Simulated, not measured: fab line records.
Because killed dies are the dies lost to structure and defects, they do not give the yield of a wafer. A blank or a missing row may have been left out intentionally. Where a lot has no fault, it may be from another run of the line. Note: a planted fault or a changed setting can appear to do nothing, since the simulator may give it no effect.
Lot-split experiment + flow sfq line + 23 wafers read across 5 lots, on a route 325 steps long

== ON THE SPLIT ==
At SFQ_TRILAYER_I0_VIA_LITHO_COAT_031 (resist thk 650 nm), the setting resist thk nm was moved away from the recipe's 650 nm on 10 of the 23 wafers read, by -5.4% to +3.7%. All remaining wafers had this setting at the recipe value.

== FROM THE SPLIT TO THE READING: what the file shows between them, 3 steps ==
- SFQ_TRILAYER_I0_VIA_LITHO_SOFTBAKE_035
- SFQ_TRILAYER_I0_VIA_LITHO_EXPOSE_032: exposes mask I0, target cd 500 nm
- SFQ_TRILAYER_I0_VIA_LITHO_DEVELOP_033: time 60 s

== THE READING ==
KrF_of_TRILAYER_I0_VIA_LITHO_COAT_031.thk nm (the simulator's own value, which no gauge read), in nm, at SFQ_TRILAYER_I0_VIA_BARC_OPEN_VIA_ETCH_046 (etches BARC in O2, target depth 125 nm, time 41.7 s). No usual value for it is given in the file. Here, 13 wafers ran the recipe; their average is 572.5 nm with a standard deviation of 2.3 nm.

| wafer  | tool, chamber at the split | resist thk nm as run, nm | against the recipe | KrF_of_TRILAYER_I0_VIA_LITHO_COAT_031.thk nm, nm | against lot-mates on the recipe |
|--------|----------------------------|--------------------------|--------------------|--------------------------------------------------|---------------------------------|
| L075.1 | litho track-02, 0          | 650                      | recipe             | 571.2                                            | -                               |
| L075.3 | litho track-02, 0          | 650                      | recipe             | 573.8                                            | -                               |
| L075.4 | litho track-02, 0          | 674.3                    | +3.7%              | 598                                              | +24.2                           |
| L075.5 | litho track-02, 0          | 650                      | recipe             | 576.4                                            | -                               |
| L075.6 | litho track-02, 0          | 674.3                    | +3.7%              | 598.7                                            | +24.9                           |
| L077.1 | litho track-03, 0          | 650                      | recipe             | 572.3                                            | -                               |
| L077.4 | litho track-03, 0          | 650                      | recipe             | 571.9                                            | -                               |
| L077.6 | litho track-03, 0          | 650                      | recipe             | 571.2                                            | -                               |
| L080.1 | litho track-03, 0          | 650                      | recipe             | 570.3                                            | -                               |
| L080.2 | litho track-03, 0          | 650                      | recipe             | 570.5                                            | -                               |
| L080.4 | litho track-03, 0          | 650                      | recipe             | 568.7                                            | -                               |
| L080.5 | litho track-03, 0          | 671.8                    | +3.4%              | 591.2                                            | +21.4                           |
| L080.6 | litho track-03, 0          | 671.8                    | +3.4%              | 590.6                                            | +20.8                           |
| L081.2 | litho track-04, 0          | 615.1                    | -5.4%              | 539.5                                            | -36.2                           |
| L081.3 | litho track-04, 0          | 615.1                    | -5.4%              | 539.1                                            | -36.6                           |
| L081.4 | litho track-04, 0          | 650                      | recipe             | 575.2                                            | -                               |
| L081.5 | litho track-04, 0          | 615.1                    | -5.4%              | 539.6                                            | -36.1                           |
| L081.6 | litho track-04, 0          | 650                      | recipe             | 576.3                                            | -                               |
| L083.1 | litho track-02, 0          | 640.1                    | -1.5%              | 561.4                                            | -11.1                           |
| L083.2 | litho track-02, 0          | 650                      | recipe             | 572.8                                            | -                               |
| L083.3 | litho track-02, 0          | 640.1                    | -1.5%              | 561                                              | -11.5                           |
| L083.4 | litho track-02, 0          | 650                      | recipe             | 572.1                                            | -                               |
| L083.6 | litho track-02, 0          | 640.1                    | -1.5%              | 562.1                                            | -10.4                           |

FIT RESULTS
A straight line over all 23 wafers: KrF_of_TRILAYER_I0_VIA_LITHO_COAT_031.thk nm changes by +6.25 nm for each +1% of resist thk nm; r = +0.99; the points scatter about the line by 2.2 nm.
The same after taking each lot's own level away (the mean of its wafers on the recipe; 23 wafers): +6.66 nm for each +1%; r = +1.00; scatter 1 nm.
Per that fit: largest resist thk nm move, reading shift of 36 nm.
From 569.83 to 575.75 nm: that is the span of the lots' own levels, equal to 2.6 times the standard deviation above.
Hence the lot-to-lot level has little effect on the slope; both slopes agree.
Check: for one of the wafers moved furthest among these (-5.4%), held out of the fit, the line's prediction against its lot-mates is -36 nm. It came out at -36.2 nm against them.

== THE OTHER SPLITS THESE WAFERS WENT THROUGH ==
Before the reading, these wafers also passed through other splits. Each is held against what the fit with the lots' levels taken away leaves over:
| other split on the same wafers                  | wafers away from the commonest value | r with KrF_of_TRILAYER_I0_VIA_LITHO_COAT_031.thk nm (lot level and that fit taken away) |
|-------------------------------------------------|--------------------------------------|-----------------------------------------------------------------------------------------|
| SFQ_TRILAYER_INCOMING_OXIDATION_002 ox time s   | 15                                   | +0.00                                                                                   |
| SFQ_TRILAYER_L0_LITHO_COAT_005 resist thk nm    | 11                                   | +0.41                                                                                   |
| SFQ_TRILAYER_L0_BARC_OPEN_METAL_ETCH_010 time s | 7                                    | +0.08                                                                                   |
| SFQ_TRILAYER_L0_VIA_LITHO_EXPOSE_014 dose mj    | 10                                   | +0.14                                                                                   |
| SFQ_TRILAYER_L0_VIA_ETCH_VIA_ETCH_016 bias w    | 7                                    | -0.05                                                                                   |
| SFQ_TRILAYER_M0_DEP_SPUTTER_019 power w         | 8                                    | +0.17                                                                                   |
| SFQ_TRILAYER_M0_BARC_OPEN_METAL_ETCH_031 icp w  | 11                                   | +0.11                                                                                   |
| SFQ_TRILAYER_M0_ETCH_METAL_ETCH_024 icp w       | 7                                    | -0.29                                                                                   |

== THE WHOLE CHAIN: every reading that the file lists as answering this split, in the file's order ==
| step                                       | what it does                                        | reading                                                                                       | change (the file's fit)              | r (the file's) |
|--------------------------------------------|-----------------------------------------------------|-----------------------------------------------------------------------------------------------|--------------------------------------|----------------|
| SFQ_TRILAYER_I0_VIA_LITHO_COAT_031         | resist thk 650 nm                                   | KrF_of_TRILAYER_I0_VIA_LITHO_COAT_031.thk nm (the simulator's own value, which no gauge read) | +6.66 nm for each +1% of the setting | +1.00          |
| SFQ_TRILAYER_I0_VIA_BARC_OPEN_VIA_ETCH_046 | etches BARC in O2, target depth 125 nm, time 41.7 s | KrF_of_TRILAYER_I0_VIA_LITHO_COAT_031.thk nm (the simulator's own value, which no gauge read) | +6.64 nm for each +1% of the setting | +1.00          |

== FILE'S OWN FIT ==
KrF_of_TRILAYER_I0_VIA_LITHO_COAT_031.thk nm changes by +6.64 nm for each +1% of resist thk nm, r = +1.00.
